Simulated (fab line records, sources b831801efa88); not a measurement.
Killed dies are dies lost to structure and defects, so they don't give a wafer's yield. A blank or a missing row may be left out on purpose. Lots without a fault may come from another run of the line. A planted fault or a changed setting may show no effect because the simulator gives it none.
Which tool did it? | flow gf180mcu | 13 lots, 39 wafers sampled, at 4 steps of a route of 602

WHAT THE GAUGES READ, wafer by wafer
GF_V2_BOW_MEAS_05. Usual: V2_BOW 100 um, standard deviation 8.2.
lot  | measured     | on            | V2_BOW (um) | flag
L110 | day 21 02:55 | film_metro-03 | 116 93 124  |
L113 | day 22 10:37 | film_metro-04 | 115 120 113 |
L114 | day 23 08:07 | film_metro-01 | 109 103 104 |
L120 | day 24 12:46 | film_metro-04 | 102 103 119 |
L121 | day 24 19:23 | film_metro-03 | 105 110 93  |
L122 | day 25 05:35 | film_metro-04 | 98 103 103  |
L124 | day 25 15:46 | film_metro-04 | 94 91 98    |
L125 | day 26 10:08 | film_metro-04 | 97 108 100  |
L126 | day 26 13:10 | film_metro-04 | 96 95 82    |
L127 | day 26 18:58 | film_metro-04 | 108 100 92  |
L128 | day 27 05:40 | film_metro-01 | 110 99 91   |
L129 | day 27 10:59 | film_metro-03 | 94 84 102   |
L130 | day 27 15:34 | film_metro-03 | 93 103 90   |

WHICH TOOL RAN EACH LOT (tool, then ch and the chambers of the sampled wafers, then the start)
lot  | GF_SAB_WET_ETCH_12              | GF_V2_CVD_02                    | GF_V2_CMP_04
L110 | wet_bench-01 ch 2, day 16 18:56 | pecvd-02 ch 0,2, day 21 02:28   | cmp-01 ch 2,3, day 21 02:37
L113 | wet_bench-04 ch 2, day 18 01:40 | pecvd-04 ch 0,1,2, day 22 10:11 | cmp-01 ch 0,1,3, day 22 10:19
L114 | wet_bench-01 ch 3, day 18 22:56 | pecvd-02 ch 2, day 23 07:32     | cmp-01 ch 1,2,3, day 23 07:52
L120 | wet_bench-04 ch 1, day 20 06:28 | pecvd-02 ch 0,2, day 24 12:17   | cmp-02 ch 0,1,3, day 24 12:33
L121 | wet_bench-02 ch 3, day 20 16:02 | pecvd-02 ch 0,2, day 24 18:54   | cmp-02 ch 0,1,3, day 24 19:08
L122 | wet_bench-02 ch 2, day 21 01:59 | pecvd-04 ch 0,1,2, day 25 05:10 | cmp-02 ch 0,1,3, day 25 05:17
L124 | wet_bench-01 ch 1, day 21 13:08 | pecvd-03 ch 0,1,2, day 25 15:20 | cmp-01 ch 0,2, day 25 15:28
L125 | wet_bench-02 ch 0, day 22 07:23 | pecvd-04 ch 0,1, day 26 09:41   | cmp-01 ch 0,2,3, day 26 09:49
L126 | wet_bench-04 ch 2, day 22 12:17 | pecvd-02 ch 1,2, day 26 12:43   | cmp-02 ch 0,2, day 26 12:54
L127 | wet_bench-02 ch 2, day 22 18:04 | pecvd-03 ch 1,2, day 26 18:32   | cmp-02 ch 2,3, day 26 18:40
L128 | wet_bench-01 ch 0, day 23 05:35 | pecvd-02 ch 0,1,2, day 27 05:11 | cmp-01 ch 0,3, day 27 05:22
L129 | wet_bench-01 ch 0, day 23 10:37 | pecvd-04 ch 0,2, day 27 10:31   | cmp-01 ch 0,1, day 27 10:41
L130 | wet_bench-02 ch 3, day 23 17:38 | pecvd-03 ch 0,2, day 27 15:07   | cmp-01 ch 0,2, day 27 15:14
- GF_SAB_WET_ETCH_12: etches SiO2 in dHF, target depth 22 nm, time 440 s.
- GF_V2_CVD_02: deposits SiO2 from TEOS, target thk 850 nm, time 94.851 s.
- GF_V2_CMP_04: polishes SiO2.

WHAT THE TOOLS THEMSELVES READ (means of the sampled wafers that have a number; where no wafer has one, the mark that the record gives instead)
GF_SAB_WET_ETCH_12. Usual: run_length_s 468 s, standard deviation 3.2.
lot  | tool         | run_length_s (s) | flag
L110 | wet_bench-01 | 473              |
L113 | wet_bench-04 | 466              |
L114 | wet_bench-01 | 520              | OFF
L120 | wet_bench-04 | 465              |
L121 | wet_bench-02 | 466              |
L122 | wet_bench-02 | 465              |
L124 | wet_bench-01 | 468              |
L125 | wet_bench-02 | 474              |
L126 | wet_bench-04 | 466              |
L127 | wet_bench-02 | 474              |
L128 | wet_bench-01 | 466              |
L129 | wet_bench-01 | 466              |
L130 | wet_bench-02 | 466              |

GF_V2_CVD_02. Usual: heater_power_w 682 W, standard deviation 97.
lot  | tool     | heater_power_w (W) | flag
L110 | pecvd-02 | 641                |
L113 | pecvd-04 | 658                |
L114 | pecvd-02 | 689                |
L120 | pecvd-02 | 607                |
L121 | pecvd-02 | 652                |
L122 | pecvd-04 | 693                |
L124 | pecvd-03 | 772                |
L125 | pecvd-04 | 617                |
L126 | pecvd-02 | 786                |
L127 | pecvd-03 | 747                |
L128 | pecvd-02 | 683                |
L129 | pecvd-04 | 799                |
L130 | pecvd-03 | 711                |

GF_V2_CMP_04. Usual: motor_current_A 11.8 A, standard deviation 1.1; platen_rpm 60.00 rpm, standard deviation 0.037; time_to_endpoint_s 81 s, standard deviation 5.6.
lot  | tool   | motor_current_A (A) | platen_rpm (rpm) | time_to_endpoint_s (s) | flag
L110 | cmp-01 | 12.5                | 59.96            | 78                     |
L113 | cmp-01 | 12.2                | 60.00            | 80                     |
L114 | cmp-01 | 11.9                | 60.00            | 80                     |
L120 | cmp-02 | 12.1                | 60.02            | 84                     |
L121 | cmp-02 | 12.5                | 60.01            | 83                     |
L122 | cmp-02 | 12.1                | 60.00            | 75                     |
L124 | cmp-01 | 11.1                | 60.04            | 74                     |
L125 | cmp-01 | 11.9                | 59.96            | 81                     |
L126 | cmp-02 | 11.6                | 59.98            | 79                     |
L127 | cmp-02 | 10.6                | 59.98            | 74                     |
L128 | cmp-01 | 11.7                | 60.04            | 89                     |
L129 | cmp-01 | 11.7                | 60.02            | 87                     |
L130 | cmp-01 | 11.1                | 60.00            | 82                     |

THE ANSWER, worked out from the rows above alone
Rule: a lot is off if the mean of its wafers that have a number lies more than 3 standard deviations from the usual mean. A lot without any number at a reading at which 4 lots or more have one is off too. The other lots that the step has rows for count as sound. The gauges are gone through in route order, then the tools' own readings, and for those a lot's mean is taken as printed above. The first step at which some lot is off is used, and at that step the reading that is off furthest; a lot without a number counts as furthest.
Off: L114, at GF_SAB_WET_ETCH_12 (run_length_s).
A tool fits if, at that step or a process step before it, it ran every lot that is off, and no sound lot after the first of them. None of those tried fits.

WHAT THE SIMULATOR HAD PUT IN
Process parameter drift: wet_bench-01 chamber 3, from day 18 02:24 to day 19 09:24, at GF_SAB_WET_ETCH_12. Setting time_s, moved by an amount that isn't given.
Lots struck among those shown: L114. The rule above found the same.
